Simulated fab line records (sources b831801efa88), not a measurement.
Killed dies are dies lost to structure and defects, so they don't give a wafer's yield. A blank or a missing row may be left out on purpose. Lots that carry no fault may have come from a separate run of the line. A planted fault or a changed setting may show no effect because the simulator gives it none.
One fault seen from 2 desks ; flow gf180mcu ; each desk holds nothing but its own numbers, with what lay behind them at the end

## THE TOOL OWNER'S DESK: pvd sputter-01
The tool's own readings at GF_M3_SPUTTER_03 (material Ti, target thk 10 nm, time 6.7 s): means of the sampled wafers that have a number, for each lot that ran on this tool. If a lot's mean is further than 4 standard deviations from the usual mean, the lot is out of limits and carries the mark OUT (the distance appears in the brackets).
Columns: A = throttle valve pct at GF_M3_SPUTTER_03, usual 29.1 %
lot;first seen here;A
L855;day 23 17:20;29.1
L859;day 25 00:28;28.6
L860;day 25 14:43;29.0
L861;day 25 19:31;29.2
Result from this desk: across the 4 lots, nothing is out of limits.

## FROM THE METROLOGY DESK
Lot by lot, what the gauges showed, no matter which tool ran the lot: averages of those sampled wafers that carry a number. If a lot's mean is further than 4 standard deviations from the usual mean, the lot is out of limits and carries the mark OUT (the distance appears in the brackets).
Columns: A = V2_W_RS at GF_V2_RS_MEAS_24, usual 0.328 ohm/sq; B = V2_W_THK at GF_V2_THK_MEAS_25, usual 360 nm
lot;first seen here;A;B
L851;day 22 09:50;0.330;359
L855;day 23 16:44;0.325;362
L859;day 24 23:39;0.333;355
L860;day 25 14:07;0.332;348
L861;day 25 18:52;0.330;359
L866;day 27 06:17;0.327;359
L868;day 27 18:06;0.325;363
Result from this desk: across the 7 lots, nothing is out of limits.

## TAKEN TOGETHER
The desk of the tool owner found nothing out of limits.
The metrology desk saw nothing out of limits.

## WHAT THE SIMULATOR HAD PUT IN
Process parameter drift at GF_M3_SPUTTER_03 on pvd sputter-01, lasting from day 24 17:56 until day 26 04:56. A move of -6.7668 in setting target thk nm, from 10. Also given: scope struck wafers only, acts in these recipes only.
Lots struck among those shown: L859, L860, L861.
